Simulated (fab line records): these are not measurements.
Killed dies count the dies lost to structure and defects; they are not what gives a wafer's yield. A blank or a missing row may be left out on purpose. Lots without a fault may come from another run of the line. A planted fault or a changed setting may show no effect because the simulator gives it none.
Struck lot and sound lot, side by side | flow sky130 | 21 steps out of a route of 708
Sound: these wafers, L999.2, L999.3, L999.5. Struck: wafers L104.1, L104.5, L104.6. Last of all comes the cause.
Per side, at each step with rows, come the tool, then ch with its chambers, and then its first start. Under that, the readings that differ: sound wafers | struck wafers | difference of the means | sigmas: that difference in standard deviations of wafers without a fault.
alike: same words and numbers on both sides, and readings whose means sit less than 2 such deviations apart. not compared: any withheld reading, any reading some wafer has no value for, any bound like >300 that may hide the same value, and any number with overlapping values for which the record gives no deviation.
Wherever a step has rows on one side only, a row that says differs or no value, or a row with sigmas, the two part there. Numbers that have no deviation but don't overlap get no sigmas and don't part them. A reading that every wafer of one side lacks parts them only if that side has two wafers or more.

first, 7 steps without rows for these wafers: SKY_DNWELL_HMDS_01 (prime time 60 s); SKY_DNWELL_COAT_02 (resist thk 3000 nm); SKY_DNWELL_SOFTBAKE_03; SKY_DNWELL_EXPOSE_04 (exposes mask DNM, target cd 3000 nm); SKY_DNWELL_PEB_05; SKY_DNWELL_DEVELOP_06 (develop time 60 s); SKY_DNWELL_IMPLANT_07.
SKY_DNWELL_STRIP_08: strips in O2/N2.
  sound on plasma-asher-04 ch 0,1, day 3 08:16; struck on plasma-asher-01 ch 0,1, day 4 14:35
  alike: drypump-motor-current-A, oes-product-au, strip-time-to-endpoint-s
  not compared: rf-hours-counter-h
SKY_DNWELL_TW_MEAS_09:
  sound on film-metro-02 at day 3 08:22; struck on film-metro-02 at day 4 14:41
  alike: DNWELL_TW
then, 3 steps without rows for these wafers: SKY_PWDE_DEHYDRATE_00 (time 60 s); SKY_PWDE_HMDS_01 (prime time 60 s); SKY_PWDE_COAT_02 (resist thk 3000 nm).
SKY_PWDE_SOFTBAKE_03:
  sound on litho-track-03 ch 0, day 3 16:46; struck on litho-track-03 ch 0, day 4 22:23
  reading                                | sound                | struck               | difference | sigmas
  heater-power-total-W (W)               | 65.34 65.35 65.09    | 70.14 69.90 70.12    | +4.79      | +37
  plate-temp-C (C)                       | 109.84 109.85 109.86 | 115.99 115.88 115.90 | +6.07      | +43
  model.coat_of_PWDE_COAT_02.thk-nm (nm) | 3002 2999 2999       | 2950 2961 2955       | -45        |
then, 2 steps without rows for these wafers: SKY_PWDE_EXPOSE_04 (exposes mask PWDEM, target cd 840 nm); SKY_PWDE_PEB_05.
SKY_PWDE_DEVELOP_06: develop time 60 s.
  sound on litho-track-04 ch 0; struck on litho-track-01 ch 0
  reading                                | sound          | struck         | difference | sigmas
  model.coat_of_PWDE_COAT_02.thk-nm (nm) | 2998 2995 2994 | 2946 2956 2951 | -45        |
SKY_PWDE_OVL_MEAS_07:
  sound on overlay-01 at day 4 00:08; struck on overlay-01 at day 5 07:33
  reading       | sound          | struck      | difference | sigmas
  PWDE_OVL (nm) | -3.4 -2.2 -3.3 | 3.0 2.7 3.9 | +6.2       | +4
then, 1 step without rows for these wafers: SKY_PWDE_IMPLANT_08.
SKY_PWDE_STRIP_09: strips in O2/N2.
  sound on plasma-asher-03 ch 1, day 4 00:19; struck on plasma-asher-01 ch 0,1, day 5 07:44
  reading                      | sound             | struck            | difference | sigmas
  strip-time-to-endpoint-s (s) | 36.94 36.89 36.89 | 36.36 36.45 36.39 | -0.51      | -5
  alike: drypump-motor-current-A, oes-product-au
  not compared: rf-hours-counter-h
SKY_PWDE_TW_MEAS_10:
  sound on film-metro-02 at day 4 00:25; struck on film-metro-04 at day 5 07:50
  alike: PWDE_TW
then, 1 step without rows for these wafers: SKY_PAD_OPEN_PROBE_99.

WHERE THEY PART
First at SKY_PWDE_SOFTBAKE_03; last, within this record, at SKY_PWDE_STRIP_09. Later steps at which nothing parts them and some readings are alike: SKY_PWDE_TW_MEAS_10.

WHY: whatever the simulator had introduced
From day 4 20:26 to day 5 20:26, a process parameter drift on litho-track-03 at SKY_PWDE_SOFTBAKE_03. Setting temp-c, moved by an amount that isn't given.
